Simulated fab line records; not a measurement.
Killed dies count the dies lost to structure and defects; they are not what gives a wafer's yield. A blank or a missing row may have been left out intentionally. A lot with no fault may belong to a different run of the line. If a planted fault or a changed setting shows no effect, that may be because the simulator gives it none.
Which tool is to blame? + flow sky130 + Sampling: 11 lots, 33 wafers, 2 of 708 route steps

== WHAT THE GAUGES READ, wafer by wafer ==
SKY_VIA2_BOW_MEAS_03.
| lot  | measured     | on            | VIA2_BOW (um) |
|------|--------------|---------------|---------------|
| L902 | day 36 15:34 | film metro-02 | 77 83 73      |
| L904 | day 36 18:43 | film metro-03 | 76 86 95      |
| L905 | day 36 20:07 | film metro-04 | 88 85 73      |
| L907 | day 37 15:36 | film metro-02 | 78 75 85      |
| L908 | day 38 00:01 | film metro-02 | 85 75 81      |
| L910 | day 38 02:31 | film metro-04 | 99 78 83      |
| L915 | day 39 10:39 | film metro-02 | 84 76 77      |
| L916 | day 39 22:44 | film metro-02 | 91 90 101     |
| L919 | day 40 12:11 | film metro-02 | 76 84 80      |
| L922 | day 41 15:41 | film metro-02 | 92 73 91      |
| L925 | day 42 02:17 | film metro-04 | 102 84 90     |

== WHAT TOOL EACH LOT RAN ON (gives the tool, then ch and the chambers of the sampled wafers, and finally the start) ==
| lot  | SKY_METAL2_STRIP_20                  |
|------|--------------------------------------|
| L902 | plasma asher-02 ch 1, day 36 14:28   |
| L904 | plasma asher-02 ch 0,1, day 36 17:32 |
| L905 | plasma asher-04 ch 0,1, day 36 18:56 |
| L907 | plasma asher-01 ch 0,1, day 37 14:26 |
| L908 | plasma asher-01 ch 0, day 37 22:50   |
| L910 | plasma asher-01 ch 0,1, day 38 01:26 |
| L915 | plasma asher-02 ch 0,1, day 39 09:34 |
| L916 | plasma asher-04 ch 0,1, day 39 21:34 |
| L919 | plasma asher-01 ch 0,1, day 40 10:35 |
| L922 | plasma asher-01 ch 0,1, day 41 14:35 |
| L925 | plasma asher-04 ch 0,1, day 42 01:11 |
- SKY_METAL2_STRIP_20: strips in O2/N2.

== THE ANSWER, worked out from the rows above alone ==
Rule: the lots themselves supply what counts as usual. The widest of any qualifying gaps counts: lots, ordered by their means at a reading, are off when they make up no more than a third of the lots, leave a main group of 4 or more, and stand apart from it by 3 or more times the standard deviation of that group's means. Not used: any main group whose means are identical at the precision the tables above print for the reading. A lot without any number at a reading at which 4 lots or more have one is off too. The other lots that the step has rows for count as sound.
No lot is off on any of the readings shown, so nothing can be concluded from this.

== WHAT HAD BEEN PUT IN BY THE SIMULATOR ==
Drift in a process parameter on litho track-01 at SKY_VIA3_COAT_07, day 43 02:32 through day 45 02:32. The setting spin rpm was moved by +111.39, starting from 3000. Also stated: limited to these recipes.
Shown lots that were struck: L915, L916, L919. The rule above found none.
